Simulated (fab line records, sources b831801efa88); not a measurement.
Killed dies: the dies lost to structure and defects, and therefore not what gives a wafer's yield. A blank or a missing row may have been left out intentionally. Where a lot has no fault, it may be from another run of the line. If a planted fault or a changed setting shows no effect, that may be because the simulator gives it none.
fab line records	flow sky130
[record] lots = 5	wafers = 15	last_day = 50
route steps=708 shown SD_P@328 RES_XHIGH@332 SD_N@342
lots with no fault: from the same line, run without faults
start_h: hours from the record's first day to the start of the lot's first wafer shown	wait_h: hours since the lot's step before	" identical to the entry in the row above	L1.1+2: several wafers, shown together as one row	- no value present, or no start provided	* or withheld: withheld	< > ~ a bound
route shown NAME@n: NAME is a module with steps in the file, n the number in the route of the first one	usual: mean and standard deviation over wafers with no fault	same: alike in all rows	chamber/n: place in a boat	sites: per-site readings	_std_site: their standard deviation	_edge_site: the outer-site mean with the inner-site mean subtracted	radius_mm: for every site, how far away it sits from the centre of the wafer	mask NAME#n: copy n	behind: the tool/chamber that last shaped the wafer	hold: why the lot went on hold/how many hours it stayed there/how the hold came to an end	device: the transistor (n, p or np) that didn't switch	end of line: the same wafers' tests at the end of the route	a step given without rows: its recipe and nothing more	killed: dies that structure and defects cost at the first sort, which is not the same as the wafer's yield	map: a wafer's dies, marking killed ones x, the rest . and places with no die _
set.NAME: the setting as run; set.NAME@STEP: as run at that earlier step	model.NAME: the simulator's own value behind a step, which no gauge read
a table for each step, a row for each wafer; lots at some steps of the route
services: the hour from which a tool's chamber was out of use, counted from the record's first day as start_h (under 0 if before that day), plus the number of hours and why
[[steps]]
[step SKY_SD_P_OVL_MEAS_08]
[usual] SD_P_OVL = -0.6/1.3
lot.wafer	tool	chamber	start_h	wait_h	SD_P_OVL[nm]
L958.2	overlay-02	-	635.80	0.1	-0.1
L958.3	"	-	"	"	-1.1
L958.6	"	-	"	"	-1.7
L959.1	overlay-02	-	648.66	0.1	1.6
L959.2	"	-	"	"	1.2
L959.4	"	-	"	"	2.2
L967.2	overlay-01	-	712.27	0.1	-0.2
L967.3	"	-	"	"	0.3
L967.6	"	-	"	"	0.8
L971.3	overlay-01	-	747.87	0.1	-0.4
L971.5	"	-	"	"	0.5
L971.6	"	-	"	"	2.0
L975.1	overlay-02	-	776.16	0.1	1.0
L975.3	"	-	"	"	-0.9
L975.4	"	-	"	"	0.8
[step SKY_SD_P_IMPLANT_09]
[recipe] species = BF2	energy_kev = 20	dose_cm2 = 3e+15	tilt_deg = 0
[step SKY_SD_P_STRIP_10]
[recipe] chemistry = O2/N2	power_w = 1400	pressure_mtorr = 1500	platen_temp_c = withheld	o2_flow_sccm = 3000	n2_flow_sccm = 300	overash_fraction = 0.5
[usual] drypump_motor_current_A = 5.61/0.3	oes_product_au = 0.617/0.0047	strip_time_to_endpoint_s = 17.49/0.044
lot.wafer	tool	chamber	start_h	wait_h	drypump_motor_current_A	oes_product_au	rf_hours_counter_h	strip_time_to_endpoint_s
L958.2	plasma_asher-03	1	635.98	0.1	5.61	0.617	53	17.50
L958.3	"	0	"	"	5.54	0.627	-	17.52
L958.6	"	1	"	"	5.63	0.621	-	17.52
L959.1	plasma_asher-02	1	648.84	0.1	5.67	0.623	100	17.59
L959.2	"	0	"	"	6.08	0.623	100	17.53
L959.4	"	1	"	"	5.68	0.614	-	17.52
L967.2	plasma_asher-03	1	712.45	0.1	5.61	0.612	60	17.54
L967.3	"	1	"	"	5.60	0.619	-	17.54
L967.6	"	1	"	"	5.61	0.616	-	17.55
L971.3	plasma_asher-02	0	748.08	0.1	6.09	0.620	-	17.46
L971.5	"	0	"	"	6.08	0.612	-	17.50
L971.6	"	1	"	"	5.72	0.620	-	17.47
L975.1	plasma_asher-03	0	776.35	0.1	5.55	0.627	67	17.47
L975.3	"	1	"	"	5.60	0.617	-	17.45
L975.4	"	0	"	"	5.57	0.616	-	17.43
[step SKY_SD_P_TW_MEAS_11]
[usual] SD_P_TW = 2850/18
lot.wafer	tool	chamber	start_h	wait_h	SD_P_TW
L958.2	film_metro-04	-	636.09	0.1	2827
L958.3	"	-	"	"	2830
L958.6	"	-	"	"	2830
L959.1	film_metro-02	-	648.94	0.1	2871
L959.2	"	-	"	"	2876
L959.4	"	-	"	"	2845
L967.2	film_metro-02	-	712.56	0.1	2878
L967.3	"	-	"	"	2868
L967.6	"	-	"	"	2867
L971.3	film_metro-03	-	748.16	0.1	2848
L971.5	"	-	"	"	2824
L971.6	"	-	"	"	2828
L975.1	film_metro-04	-	776.45	0.1	2818
L975.3	"	-	"	"	2817
L975.4	"	-	"	"	2817
[step SKY_RES_XHIGH_DEHYDRATE_00]
[recipe] temp_c = 200	time_s = 60
[step SKY_RES_XHIGH_HMDS_01]
[recipe] prime_time_s = 60	prime_temp_c = 120
[step SKY_RES_XHIGH_COAT_02]
[recipe] resist = NOVOLAK	spin_rpm = 3000	resist_thk_nm = 1140
[step SKY_RES_XHIGH_SOFTBAKE_03]
[recipe] temp_c = 90	time_s = 60	resist = NOVOLAK
[step SKY_RES_XHIGH_EXPOSE_04]
[recipe] mask_id = URPM	na = 0.6	source_shape = conventional	sigma_outer = 0.6	polarization = unpolarized	target_cd_nm = 1270	dose_mj = 140
[step SKY_RES_XHIGH_PEB_05]
[recipe] temp_c = withheld	time_s = *	resist = NOVOLAK
[step SKY_RES_XHIGH_DEVELOP_06]
[recipe] resist = NOVOLAK	developer = TMAH	develop_time_s = 60	dev_temp_c = 23
[step SKY_RES_XHIGH_IMPLANT_07]
[recipe] species = BF2	energy_kev = 20	dose_cm2 = 3.6e+14	tilt_deg = 0
[step SKY_RES_XHIGH_STRIP_08]
[recipe] chemistry = O2/N2	power_w = 1400	pressure_mtorr = 1500	platen_temp_c = withheld	o2_flow_sccm = 3000	n2_flow_sccm = 300	overash_fraction = 0.5
[usual] drypump_motor_current_A = 5.8/0.37	oes_product_au = 0.711/0.0047	strip_time_to_endpoint_s = 14.25/0.037
lot.wafer	tool	chamber	start_h	wait_h	drypump_motor_current_A	oes_product_au	rf_hours_counter_h	strip_time_to_endpoint_s	model.NOVOLAK_of_RES_XHIGH_COAT_02.thk_nm
L958.2	plasma_asher-02	1	665.18	0.1	5.7	0.719	102	14.26	0
L958.3	"	1	"	"	5.7	0.714	-	14.26	0
L958.6	"	1	"	"	5.7	0.718	-	14.25	0
L959.1	plasma_asher-01	1	677.22	0.1	5.9	0.716	25	14.27	0
L959.2	"	0	"	"	5.0	0.718	25	14.28	0
L959.4	"	0	"	"	5.1	0.712	-	14.29	0
L967.2	plasma_asher-01	1	740.32	0.1	5.9	0.954	31	-	127.1
L967.3	"	1	"	"	5.9	0.946	-	-	127.2
L967.6	"	0	"	"	5.0	0.947	-	-	127.2
L971.3	plasma_asher-02	1	774.52	0.1	5.7	0.706	-	14.21	0
L971.5	"	0	"	"	6.1	0.713	-	14.21	0
L971.6	"	1	"	"	5.7	0.710	-	14.28	0
L975.1	plasma_asher-01	0	802.17	0.1	5.1	0.709	37	14.24	0
L975.3	"	0	"	"	5.0	0.713	-	14.24	0
L975.4	"	1	"	"	5.8	0.710	-	14.28	0
[step SKY_RES_XHIGH_TW_MEAS_09]
[usual] RES_XHIGH_TW = 1652/12
lot.wafer	tool	chamber	start_h	wait_h	RES_XHIGH_TW
L958.2	film_metro-02	-	665.29	0.1	1671
L958.3	"	-	"	"	1661
L958.6	"	-	"	"	1671
L959.1	film_metro-03	-	677.32	0.1	1645
L959.2	"	-	"	"	1640
L959.4	"	-	"	"	1647
L967.2	film_metro-02	-	740.43	0.1	1660
L967.3	"	-	"	"	1670
L967.6	"	-	"	"	1663
L971.3	film_metro-02	-	774.61	0.1	1653
L971.5	"	-	"	"	1659
L971.6	"	-	"	"	1649
L975.1	film_metro-02	-	802.27	0.1	1665
L975.3	"	-	"	"	1661
L975.4	"	-	"	"	1677
[step SKY_SD_N_DEHYDRATE_00]
[recipe] temp_c = 200	time_s = 60
[step SKY_SD_N_HMDS_01]
[recipe] prime_time_s = 60	prime_temp_c = 120
[step SKY_SD_N_COAT_02]
[recipe] resist = NOVOLAK	spin_rpm = 3000	resist_thk_nm = 1140
[step SKY_SD_N_SOFTBAKE_03]
[recipe] temp_c = 90	time_s = 60	resist = NOVOLAK
[step SKY_SD_N_EXPOSE_04]
[recipe] mask_id = NSDM	na = 0.6	source_shape = conventional	sigma_outer = 0.6	polarization = unpolarized	target_cd_nm = 380	dose_mj = 141
[step SKY_SD_N_PEB_05]
[recipe] temp_c = withheld	time_s = *	resist = NOVOLAK
[step SKY_SD_N_DEVELOP_06]
[recipe] resist = NOVOLAK	developer = TMAH	develop_time_s = 60	dev_temp_c = 23
[step SKY_SD_N_CD_MEAS_07]
[recipe] target_cd_nm = 380
[usual] cd_nm = 380.4/2.5
lot.wafer	tool	chamber	start_h	wait_h	cd_nm
L958.2	cd_sem-02	-	693.31	0.1	381.8
L958.3	"	-	"	"	383.5
L958.6	"	-	"	"	381.3
L959.1	cd_sem-01	-	705.44	0.1	376.0
L959.2	"	-	"	"	373.7
L959.4	"	-	"	"	376.2
L967.2	cd_sem-01	-	767.46	0.1	382.6
L967.3	"	-	"	"	380.5
L967.6	"	-	"	"	381.3
L971.3	cd_sem-02	-	800.83	0.1	381.7
L971.5	"	-	"	"	382.9
L971.6	"	-	"	"	383.6
L975.1	cd_sem-02	-	828.73	0.1	382.4
L975.3	"	-	"	"	384.6
L975.4	"	-	"	"	379.1
[step SKY_SD_N_OVL_MEAS_08]
[usual] SD_N_OVL = 1.5/1.5
lot.wafer	tool	chamber	start_h	wait_h	SD_N_OVL[nm]
L958.2	overlay-01	-	693.42	0.1	2.1
L958.3	"	-	"	"	2.7
L958.6	"	-	"	"	3.6
L959.1	overlay-02	-	705.56	0.1	2.4
L959.2	"	-	"	"	0.2
L959.4	"	-	"	"	3.2
L967.2	overlay-01	-	767.56	0.1	0.9
L967.3	"	-	"	"	2.3
L967.6	"	-	"	"	4.3
L971.3	overlay-02	-	800.93	0.1	0.8
L971.5	"	-	"	"	-0.4
L971.6	"	-	"	"	-0.7
L975.1	overlay-01	-	828.85	0.1	2.6
L975.3	"	-	"	"	1.6
L975.4	"	-	"	"	2.8
[step SKY_SD_N_IMPLANT_09]
[recipe] species = As	energy_kev = 50	dose_cm2 = 4e+15	tilt_deg = 0
[step SKY_SD_N_IMPLANT_10]
[recipe] species = P	energy_kev = 20	dose_cm2 = 1e+14	tilt_deg = 0
[step SKY_SD_N_STRIP_11]
[recipe] chemistry = O2/N2	power_w = 1400	pressure_mtorr = 1500	platen_temp_c = withheld	o2_flow_sccm = 3000	n2_flow_sccm = 300	overash_fraction = 0.5
[usual] drypump_motor_current_A = 5.93/0.26	oes_product_au = 0.527/0.0044	strip_time_to_endpoint_s = 22.54/0.042
lot.wafer	tool	chamber	start_h	wait_h	drypump_motor_current_A	oes_product_au	rf_hours_counter_h	strip_time_to_endpoint_s
L958.2	plasma_asher-02	0	693.75	0.1	6.06	0.525	105	22.50
L958.3	"	1	"	"	5.71	0.526	-	22.47
L958.6	"	0	"	"	6.07	0.526	-	22.52
L959.1	plasma_asher-02	0	705.89	0.1	6.09	0.527	106	22.50
L959.2	"	1	"	"	5.69	0.530	106	22.52
L959.4	"	0	"	"	6.09	0.530	-	22.54
L967.2	plasma_asher-04	1	768.19	0.2	6.09	0.546	91	24.43
L967.3	"	1	"	"	6.10	0.540	-	24.45
L967.6	"	0	"	"	6.21	0.542	-	24.44
L971.3	plasma_asher-02	0	801.28	0.1	6.07	0.527	-	22.51
L971.5	"	0	"	"	6.10	0.528	-	22.47
L971.6	"	1	"	"	5.69	0.528	-	22.53
L975.1	plasma_asher-02	0	829.19	0.1	6.07	0.525	9	22.51
L975.3	"	1	"	"	5.65	0.528	-	22.55
L975.4	"	0	"	"	6.08	0.525	-	22.54
[step SKY_SD_N_TW_MEAS_12]
[usual] SD_N_TW = 4013/26
lot.wafer	tool	chamber	start_h	wait_h	SD_N_TW
L958.2	film_metro-04	-	693.86	0.1	4029
L958.3	"	-	"	"	4013
L958.6	"	-	"	"	4013
L959.1	film_metro-02	-	705.99	0.1	4038
L959.2	"	-	"	"	4049
L959.4	"	-	"	"	4029
L967.2	film_metro-03	-	768.30	0.1	187
L967.3	"	-	"	"	186
L967.6	"	-	"	"	186
L971.3	film_metro-02	-	801.37	0.1	4054
L971.5	"	-	"	"	4082
L971.6	"	-	"	"	4065
L975.1	film_metro-02	-	829.29	0.1	4026
L975.3	"	-	"	"	4027
L975.4	"	-	"	"	4025
[step SKY_SD_N_CLEAN_13]
[recipe] chemistry = SC1/SC2	mix = 1:4:20	temp_c = 70	time_s = 150	dry = n2_spin
[[services]]
tool	chamber	start_h	hours	kind
plasma_asher-01	-	639.18	3.4	repair
plasma_asher-02	-	653.38	2.1	repair
plasma_asher-03	-	654.99	2.8	pm
plasma_asher-04	-	733.48	4.7	repair
plasma_asher-02	-	733.75	9.0	pm
plasma_asher-02	0	733.75	9.0	vent_cycle
plasma_asher-02	1	733.75	9.0	vent_cycle
plasma_asher-02	0	742.75	-	clean
plasma_asher-02	1	742.75	-	clean
plasma_asher-04	-	766.14	1.2	repair
[[key]]
[first_sign] step = SKY_RES_XHIGH_STRIP_08	reading = oes_product_au	direction = up	sigmas = 51	usual = 0.711	struck = 0.949
[effect] step = SKY_SD_N_STRIP_11	reading = strip_time_to_endpoint_s	direction = up	sigmas = 45	usual = *	struck = *
[effect] step = SKY_SD_N_TW_MEAS_12	reading = SD_N_TW	direction = down	sigmas = 99+	usual = 4013	struck = 186
[model_effect] step = SKY_RES_XHIGH_STRIP_08	value = NOVOLAK_of_RES_XHIGH_COAT_02.thk_nm	without = 0	struck = 127.2
met_at SKY_RES_XHIGH_STRIP_08
struck_wafers L967.2,L967.3,L967.6
sort_left_out L967.2,L967.3,L967.6
tester_left_out L967
onset_between 677.22 740.32
[fault] kind = strip_aborted	tool = plasma_asher-01	chamber = -	onset_h = 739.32	steps = SKY_RES_XHIGH_STRIP_08	offset = 0.4208	end_h = 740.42
// tester_left_out: of these lots the tester's yield and bins aren't shown, on N5 and GAA mostly nor the transistor test; their killed dies are dies lost to structure and defects alone, not to doping, threshold or leakage, so they don't give the yield
// sort_left_out: the simulated sort isn't trusted on such a fault, so these wafers' sort isn't shown, and their yield isn't known
